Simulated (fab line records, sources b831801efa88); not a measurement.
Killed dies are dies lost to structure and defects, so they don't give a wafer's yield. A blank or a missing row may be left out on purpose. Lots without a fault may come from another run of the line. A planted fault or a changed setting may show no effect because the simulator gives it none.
Which tool did it? | flow sky130 | 11 lots, 33 wafers sampled, at 4 steps of a route of 708

WHAT THE GAUGES READ, wafer by wafer
SKY_SD_P_TW_MEAS_11.
lot  | measured     | on            | SD_P_TW
L993 | day 25 03:35 | film_metro-04 | 2850 2842 2857
L996 | day 25 20:15 | film_metro-02 | 2856 2869 2867
L102 | day 28 09:50 | film_metro-02 | 2559 2551 2571
L104 | day 29 00:45 | film_metro-04 | 2589 2584 2576
L105 | day 30 09:29 | film_metro-01 | 2838 2842 2846
L108 | day 30 21:56 | film_metro-01 | 2833 2831 2837
L110 | day 31 05:08 | film_metro-02 | 2831 2831 2859
L113 | day 31 16:59 | film_metro-01 | 2814 2822 2814
L114 | day 32 04:20 | film_metro-04 | 2831 2845 2820
L115 | day 32 13:55 | film_metro-01 | 2834 2841 2844
L116 | day 32 20:11 | film_metro-01 | 2832 2844 2840

WHICH TOOL RAN EACH LOT (tool, then ch and the chambers of the sampled wafers, then the start)
lot  | SKY_LDD_HVP_STRIP_09                 | SKY_SD_P_IMPLANT_09             | SKY_SD_P_STRIP_10
L993 | plasma_asher-04 ch 0,1, day 21 03:39 | implanter-01 ch 0, day 25 03:20 | plasma_asher-04 ch 0,1, day 25 03:29
L996 | plasma_asher-04 ch 0,1, day 21 23:05 | implanter-03 ch 0, day 25 20:02 | plasma_asher-04 ch 0,1, day 25 20:10
L102 | plasma_asher-01 ch 0,1, day 24 12:37 | implanter-03 ch 0, day 28 09:37 | plasma_asher-04 ch 0,1, day 28 09:44
L104 | plasma_asher-01 ch 0,1, day 25 05:51 | implanter-03 ch 0, day 29 00:32 | plasma_asher-04 ch 0,1, day 29 00:40
L105 | plasma_asher-01 ch 1, day 26 13:42   | implanter-01 ch 0, day 30 09:05 | plasma_asher-02 ch 0, day 30 09:23
L108 | plasma_asher-04 ch 0,1, day 27 03:33 | implanter-04 ch 0, day 30 21:42 | plasma_asher-03 ch 0,1, day 30 21:50
L110 | plasma_asher-04 ch 0,1, day 27 12:00 | implanter-01 ch 0, day 31 04:54 | plasma_asher-04 ch 0, day 31 05:01
L113 | plasma_asher-03 ch 0,1, day 28 01:21 | implanter-01 ch 0, day 31 16:44 | plasma_asher-03 ch 0,1, day 31 16:53
L114 | plasma_asher-04 ch 0,1, day 28 13:07 | implanter-03 ch 0, day 32 04:05 | plasma_asher-02 ch 0,1, day 32 04:14
L115 | plasma_asher-01 ch 0,1, day 28 22:18 | implanter-03 ch 0, day 32 13:40 | plasma_asher-04 ch 0,1, day 32 13:49
L116 | plasma_asher-04 ch 0,1, day 29 07:16 | implanter-01 ch 0, day 32 19:56 | plasma_asher-03 ch 0,1, day 32 20:05
- SKY_LDD_HVP_STRIP_09: strips in O2/N2.
- SKY_SD_P_IMPLANT_09
- SKY_SD_P_STRIP_10: strips in O2/N2.

THE ANSWER, worked out from the rows above alone
Rule: what is usual is taken from the lots themselves. Put in order of their means at a reading, lots are off if they are a third of the lots or fewer, leave a main group of 4 or more, and stand apart from it by a gap of 3 or more times the standard deviation of the main group's means; of several such gaps the widest counts. A main group whose means are all the same, to the digits that the tables above print for the reading, isn't used. A lot without any number at a reading at which 4 lots or more have one is off too. The other lots that the step has rows for count as sound.
Off: L102, L104, at SKY_SD_P_TW_MEAS_11 (SD_P_TW). The main group: mean 2840, standard deviation 12.
A tool fits if, at a process step before that reading, it ran every lot that is off, and no sound lot after the first of them. The gauges at SKY_SD_P_TW_MEAS_11 are tried like those tools. None of those tried fits.

WHAT THE SIMULATOR HAD PUT IN
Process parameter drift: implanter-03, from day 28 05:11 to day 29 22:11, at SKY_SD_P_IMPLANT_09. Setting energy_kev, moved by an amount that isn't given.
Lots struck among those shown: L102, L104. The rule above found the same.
